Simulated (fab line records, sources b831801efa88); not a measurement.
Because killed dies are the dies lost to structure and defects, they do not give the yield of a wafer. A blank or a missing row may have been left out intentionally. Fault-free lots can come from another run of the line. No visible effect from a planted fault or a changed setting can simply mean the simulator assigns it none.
Matching of chambers + flow gf180mcu + cmp-02 running GF_V3_CMP_26: 4 sister chambers
The step polishes, stops on SiO2, t overpolish 15 s, target thk 0 nm. 14 wafers are shown with their chamber, then 7 later ones without.

== EACH WAFER AND ITS CHAMBER ==
| wafer  | chamber | motorCurrentA (A) | timeToEndpointS (s) | overpolishRunS (s) |
|--------|---------|-------------------|---------------------|--------------------|
| L079.1 | 3       | 11.6              | 91                  | 15.006             |
| L079.3 | 1       | 10.5              | 79                  | 14.988             |
| L079.4 | 2       | 12.1              | 82                  | 14.988             |
| L080.1 | 0       | 11.7              | 94                  | 14.984             |
| L080.2 | 2       | 12.5              | 81                  | 15.016             |
| L080.5 | 0       | 11.9              | 90                  | 15.002             |
| L082.2 | 2       | 12.3              | 86                  | 15.000             |
| L082.5 | 1       | 10.5              | 81                  | 14.993             |
| L082.6 | 0       | 11.9              | 90                  | 14.993             |
| L085.2 | 1       | 10.8              | 87                  | 14.997             |
| L085.3 | 2       | 11.9              | 82                  | 15.001             |
| L085.6 | 2       | 12.1              | 87                  | 15.012             |
| L092.3 | 3       | 11.5              | 91                  | 15.006             |
| L092.4 | 1       | 10.7              | 83                  | 15.006             |

SIGNATURES, as means of the wafers listed above
| reading         | chamber 0 | chamber 1 | chamber 2 | chamber 3 | scatter within a chamber |
|-----------------|-----------|-----------|-----------|-----------|--------------------------|
| motorCurrentA   | 11.833    | 10.625    | 12.180    | 11.550    | 0.175                    |
| timeToEndpointS | 91.33     | 82.50     | 83.60     | 91.00     | 2.74                     |
| overpolishRunS  | 14.99300  | 14.99600  | 15.00340  | 15.00600  | 0.00907                  |
Rule: for a wafer and a chamber, the distance is found by dividing, reading by reading, the gap between the wafer's reading and the chamber's mean by the reading's scatter, squaring, summing and taking the root. If the next closest chamber is less than 2 further off than the closest, the wafer can't be placed; otherwise it belongs to the closest. The scatter: the root of (the sum of the squares of (reading less its chamber's mean) over the shown wafers, divided by (wafers less chambers)).

== WAFERS MISSING THEIR CHAMBER ==
| wafer  | motorCurrentA (A) | timeToEndpointS (s) | overpolishRunS (s) |
|--------|-------------------|---------------------|--------------------|
| L092.6 | 11.8              | 93                  | 15.011             |
| L093.1 | 10.4              | 87                  | 15.003             |
| L093.3 | 12.0              | 86                  | 15.001             |
| L093.4 | 12.6              | 87                  | 14.999             |
| L097.3 | 12.1              | 88                  | 15.002             |
| L097.5 | 11.9              | 87                  | 15.007             |
| L097.6 | 12.5              | 86                  | 15.013             |

== EACH ONE'S CHAMBER ==
| wafer  | from the rows above          | in truth |
|--------|------------------------------|----------|
| L092.6 | can't be placed: 3 or 0      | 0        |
| L093.1 | 1                            | 1        |
| L093.3 | can't be placed: 2 or 0 or 3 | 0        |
| L093.4 | can't be placed: 2 or 0      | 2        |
| L097.3 | can't be placed: 2 or 0 or 3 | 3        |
| L097.5 | can't be placed: 2 or 0 or 3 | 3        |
| L097.6 | 2                            | 2        |
2 of 7 placed correctly. Not placeable from these rows: 5 (in 5, the candidates include the true chamber). 0 placed wrongly.
